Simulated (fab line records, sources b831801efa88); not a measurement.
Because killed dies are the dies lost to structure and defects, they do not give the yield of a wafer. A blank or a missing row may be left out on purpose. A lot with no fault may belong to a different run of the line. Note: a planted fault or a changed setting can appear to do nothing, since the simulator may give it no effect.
Struck lot and sound lot, side by side + flow sky130 + 25 out of 708 route steps
Sound: the wafers L285.2, L285.4, L285.5. Struck: wafer L295.6; the same lot's L295.1 was not struck, so it is left out; see the end for the cause.
Per side, at each step with rows, come the tool, then ch with its chambers, and then its first start. Under that, the readings that differ: sound wafers + struck wafers + difference of the means + sigmas: that difference in standard deviations of wafers without a fault.
alike: same words and numbers on both sides, and readings whose means sit less than 2 such deviations apart. not compared: any withheld reading, any reading some wafer has no value for, any bound like >300 that may hide the same value, and any number with overlapping values for which the record gives no deviation.
A row with sigmas, a row that says differs or no value, or rows on one side alone: a step with any of these is where the two part. Numbers that have no deviation but don't overlap get no sigmas and don't part them. A reading missing from all wafers of one side parts the sides only when that side holds two or more wafers.

first, 1 step without rows for these wafers: SKY_LI_CONTACT_PRE_CLEAN_18 (time 5.6 s).
SKY_LI_CONTACT_SPUTTER_19: material Ti, target thk 20 nm, time 106.37 s.
  sound on pvd sputter-02 at day 31 16:43; struck on pvd sputter-03 at day 34 20:32
| reading                | sound          | struck | difference | sigmas |
|------------------------|----------------|--------|------------|--------|
| throttle valve pct (%) | 31.0 28.9 30.6 | 28.0   | -2.2       | -2     |
then, 1 step without rows for these wafers: SKY_LI_CONTACT_SPUTTER_20 (material TiN, target thk 20 nm, time 80 s).
SKY_LI_CONTACT_CVD_21: deposits W, target thk 400 nm, time 120.56 s.
  sound on cvd w-02 ch 0,1, day 31 16:52; struck on cvd w-02 ch 0, day 34 20:41
  alike: heater power outer w, heater power w, susceptor temp C
SKY_LI_CONTACT_RS_MEAS_22: a four-point-probe measurement.
  sound on film metro-02 at day 31 17:00; struck on film metro-01 at day 34 20:48
| reading                  | sound                | struck | difference | sigmas |
|--------------------------|----------------------|--------|------------|--------|
| LI_CONTACT_W_RS (ohm/sq) | 0.2860 0.2854 0.2883 | 0.2793 | -0.0073    | -3     |
SKY_LI_CONTACT_THK_MEAS_23: measures by xrf.
  sound on film metro-02 at day 31 17:07; struck on film metro-01 at day 34 20:55
| reading               | sound       | struck | difference | sigmas |
|-----------------------|-------------|--------|------------|--------|
| LI_CONTACT_W_THK (nm) | 380 383 379 | 395    | +14        | +3     |
SKY_LI_CONTACT_CMP_24: polishes, stops on PSG, t overpolish 20 s, target thk 0 nm.
  sound on cmp-02 ch 0,2, day 31 17:10; struck on cmp-01 ch 2, day 34 21:08
| reading                | sound    | struck | difference | sigmas |
|------------------------|----------|--------|------------|--------|
| time to endpoint s (s) | 94 91 88 | 107    | +16        | +4     |
  alike: motor current A, overpolish run s
SKY_LOCAL_INTERCONNECT_SPUTTER_00: material TiN, target thk 100 nm, time 83.3 s.
  sound on pvd sputter-01 at day 31 17:28; struck on pvd sputter-01 at day 34 21:17
  alike: susceptor temp C, throttle valve pct
SKY_LOCAL_INTERCONNECT_RS_MEAS_01: a four-point-probe measurement.
  sound on film metro-03 at day 31 17:32; struck on film metro-02 at day 34 21:20
  alike: LOCAL_INTERCONNECT_TIN_RS
SKY_LOCAL_INTERCONNECT_THK_MEAS_02: measures by xrf.
  sound on film metro-03 at day 31 17:39; struck on film metro-02 at day 34 21:28
  alike: LOCAL_INTERCONNECT_TIN_THK
then, 2 steps without rows for these wafers: SKY_LOCAL_INTERCONNECT_DEHYDRATE_03 (time 60 s); SKY_LOCAL_INTERCONNECT_HMDS_04 (prime time 60 s).
SKY_LOCAL_INTERCONNECT_COAT_05: resist thk 60 nm.
  sound on litho track-02 ch 0, day 32 07:02; struck on litho track-04 ch 0, day 35 10:59
  alike: spin speed rpm
then, 5 steps without rows for these wafers: SKY_LOCAL_INTERCONNECT_COAT_06 (resist thk 450 nm); SKY_LOCAL_INTERCONNECT_SOFTBAKE_07 (time 90 s); SKY_LOCAL_INTERCONNECT_EXPOSE_08 (exposes mask LI1M, target cd 170 nm); SKY_LOCAL_INTERCONNECT_PEB_09; SKY_LOCAL_INTERCONNECT_DEVELOP_10 (develop time 60 s).
SKY_LOCAL_INTERCONNECT_CD_MEAS_11 targets a cd of 170 nm.
  sound on cd sem-02 at day 32 21:28; struck on cd sem-01 at day 36 01:02
  alike: cd nm
SKY_LOCAL_INTERCONNECT_OVL_MEAS_12:
  sound on overlay-01 at day 32 21:34; struck on overlay-01 at day 36 01:10
  alike: LOCAL_INTERCONNECT_OVL
SKY_LOCAL_INTERCONNECT_ETCH_13: etches BARC in N2/H2, stops on SiO2, time 45.9 s, target depth 60 nm.
  sound on rie metal-02 ch 0, day 32 21:36; struck on rie metal-03 ch 1, day 36 01:12
| reading                     | sound             | struck | difference | sigmas |
|-----------------------------|-------------------|--------|------------|--------|
| drypump motor current A (A) | 6.3 6.3 6.3       | 5.4    | -0.9       | -2     |
| oes product au (a.u.)       | 0.843 0.859 0.858 | 0.893  | +0.040     | +8     |
| model.etch.depth nm (nm)    | 59.8 60.04 59.79  | 64.96  | +5.08      |        |
  alike: chamber pressure mTorr, throttle valve pct
  not compared: rf hours counter h
SKY_LOCAL_INTERCONNECT_METAL_ETCH_14: etches TiN in Cl2/BCl3, stops on PSG, target depth 110 nm, time 31.4 s.
  sound on rie metal-02 ch 0, day 32 21:40; struck on rie metal-03 ch 1, day 36 01:16
| reading                     | sound       | struck | difference | sigmas |
|-----------------------------|-------------|--------|------------|--------|
| drypump motor current A (A) | 6.3 6.2 6.3 | 5.4    | -0.9       | -2     |
  alike: bcl3 flow sccm, chamber pressure mTorr, oes product au, throttle valve pct
  not compared: rf hours counter h
SKY_LOCAL_INTERCONNECT_STRIP_15: strips in O2/N2.
  sound on plasma asher-01 ch 0,1, day 32 21:43; struck on plasma asher-03 ch 1, day 36 01:19
| reading                      | sound             | struck | difference | sigmas |
|------------------------------|-------------------|--------|------------|--------|
| strip time to endpoint s (s) | 4.722 4.733 4.730 | 4.838  | +0.110     | +5     |
  alike: chamber pressure mTorr, drypump motor current A, oes product au
  not compared: rf hours counter h
then, 1 step without rows for these wafers: SKY_LOCAL_INTERCONNECT_STRIP_16 (strips in post etch residue remover, time 1200 s).
-- here the record skips 14 days between the struck wafers' starts before and after, leaving off in module LOCAL_INTERCONNECT and picking up in module PAD_OPEN (first step shown: number 708 of the route) --
SKY_PAD_OPEN_PROBE_99:
  the record has rows for the struck wafers here (prober-01, day 50 08:26) and none for the sound ones

== WHERE THEY PART ==
Earliest at SKY_LI_CONTACT_SPUTTER_19; latest, in this record, at SKY_PAD_OPEN_PROBE_99.

WHY: what had been put in by the simulator
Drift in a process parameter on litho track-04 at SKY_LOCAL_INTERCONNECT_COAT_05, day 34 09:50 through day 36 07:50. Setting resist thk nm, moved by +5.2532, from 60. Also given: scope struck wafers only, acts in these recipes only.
